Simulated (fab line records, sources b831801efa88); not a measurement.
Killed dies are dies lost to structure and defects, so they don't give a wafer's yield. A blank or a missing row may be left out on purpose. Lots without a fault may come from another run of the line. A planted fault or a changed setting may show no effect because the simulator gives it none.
One fault seen from 2 desks | flow sky130 | each desk has only its own numbers; what lay behind them comes last

THE METROLOGY DESK
What the gauges read, lot by lot, whatever tool the lot ran on: means of the sampled wafers that have a number. A lot is out of limits, marked OUT, if its mean lies more than 4 standard deviations from the usual mean; the brackets give that distance.
Columns: A = cd_nm at SKY_CONTACT_CD_MEAS_14, usual 170.1 nm
lot  | first seen here | A
L735 | day 32 07:44    | 172.0
L736 | day 33 05:14    | 170.4
L737 | day 33 09:07    | 168.7
L740 | day 33 18:20    | 171.4
L741 | day 33 22:11    | 170.4
L739 | day 34 00:46    | 171.3
L743 | day 34 19:10    | 170.2
L751 | day 36 21:01    | 147.1 (-16) OUT
L750 | day 37 00:25    | 125.3 (-32) OUT
L752 | day 37 05:19    | 138.2 (-23) OUT
L754 | day 37 20:56    | 172.8
L757 | day 38 06:34    | 169.1
L756 | day 38 12:55    | 167.8
This desk's finding: out of limits on L750, L751, L752; first on L751, day 36 21:01 (cd_nm at SKY_CONTACT_CD_MEAS_14). In limits: L735, L736, L737, L740, L741, L739, L743, L754, L757, L756.

THE TOOL OWNER'S DESK: krf_scanner-01
The tool's own readings at SKY_CONTACT_EXPOSE_11 (exposes mask CTM1, target cd 170 nm): means of the sampled wafers that have a number, for each lot that ran on this tool. A lot is out of limits, marked OUT, if its mean lies more than 4 standard deviations from the usual mean; the brackets give that distance.
Columns: A = exposure_dose_mJ_cm2 at SKY_CONTACT_EXPOSE_11, usual 38.00; B = focus_offset_nm at SKY_CONTACT_EXPOSE_11, usual 0.0 nm
lot  | first seen here | A     | B
L735 | day 31 18:16    | 37.98 | 0.7
L739 | day 33 11:34    | 38.02 | 0.0
L743 | day 34 05:58    | 38.05 | 0.1
L751 | day 36 08:02    | 37.98 | -0.8
L750 | day 36 11:56    | 37.97 | 0.3
L752 | day 36 16:19    | 38.00 | 0.2
This desk's finding: nothing out of limits on any of the 6 lots.

PUT TOGETHER
The metrology desk could have raised an alarm at day 36 21:01, on L750, L751, L752.
The tool owner's desk saw nothing out of limits.
The tool owner's desk has L750, L751, L752 on record, within its limits.
Of the lots named, all ran SKY_CONTACT_EXPOSE_11 on krf_scanner-01.

WHAT THE SIMULATOR HAD PUT IN
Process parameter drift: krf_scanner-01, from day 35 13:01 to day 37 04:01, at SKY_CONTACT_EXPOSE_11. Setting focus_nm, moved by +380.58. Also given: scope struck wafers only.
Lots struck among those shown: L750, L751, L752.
Hours from the fault's start to each desk's first reading out of limits: the metrology desk, 32.
